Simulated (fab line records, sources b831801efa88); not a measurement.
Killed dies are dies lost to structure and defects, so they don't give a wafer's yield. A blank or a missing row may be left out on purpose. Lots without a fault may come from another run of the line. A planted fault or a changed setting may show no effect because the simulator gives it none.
Which tool did it? | flow gf180mcu | 6 lots, 18 wafers sampled, at 2 steps of a route of 602

WHAT THE GAUGES READ, wafer by wafer
GF_HV_LDD_THK_MEAS_55.
lot  | measured     | on            | HV_LDD_CVD_54_THK (nm)
L465 | day 13 13:02 | film_metro-02 | 10.18 10.21 10.06
L467 | day 13 16:52 | film_metro-01 | 9.77 9.69 9.77
L471 | day 15 12:26 | film_metro-04 | 10.07 10.06 10.03
L473 | day 15 19:41 | film_metro-02 | 9.93 9.96 9.90
L483 | day 19 12:32 | film_metro-01 | 9.90 10.06 9.97
L485 | day 19 18:13 | film_metro-02 | 10.10 9.92 9.97

WHICH TOOL RAN EACH LOT (tool, then ch and the chambers of the sampled wafers, then the start)
lot  | GF_HV_LDD_CVD_54
L465 | lpcvd-02 ch 1, day 13 12:01
L467 | lpcvd-01 ch 1, day 13 15:19
L471 | lpcvd-01 ch 1, day 15 11:25
L473 | lpcvd-02 ch 0, day 15 18:40
L483 | lpcvd-01 ch 0, day 19 11:31
L485 | lpcvd-01 ch 1, day 19 17:10
- GF_HV_LDD_CVD_54: deposits SiO2 from TEOS, target thk 10 nm, time 75 s.

THE ANSWER, worked out from the rows above alone
Rule: what is usual is taken from the lots themselves. Put in order of their means at a reading, lots are off if they are a third of the lots or fewer, leave a main group of 4 or more, and stand apart from it by a gap of 3 or more times the standard deviation of the main group's means; of several such gaps the widest counts. A main group whose means are all the same, to the digits that the tables above print for the reading, isn't used. A lot without any number at a reading at which 4 lots or more have one is off too. The other lots that the step has rows for count as sound.
No lot is off at any reading shown: from this, nothing can be told.

WHAT THE SIMULATOR HAD PUT IN
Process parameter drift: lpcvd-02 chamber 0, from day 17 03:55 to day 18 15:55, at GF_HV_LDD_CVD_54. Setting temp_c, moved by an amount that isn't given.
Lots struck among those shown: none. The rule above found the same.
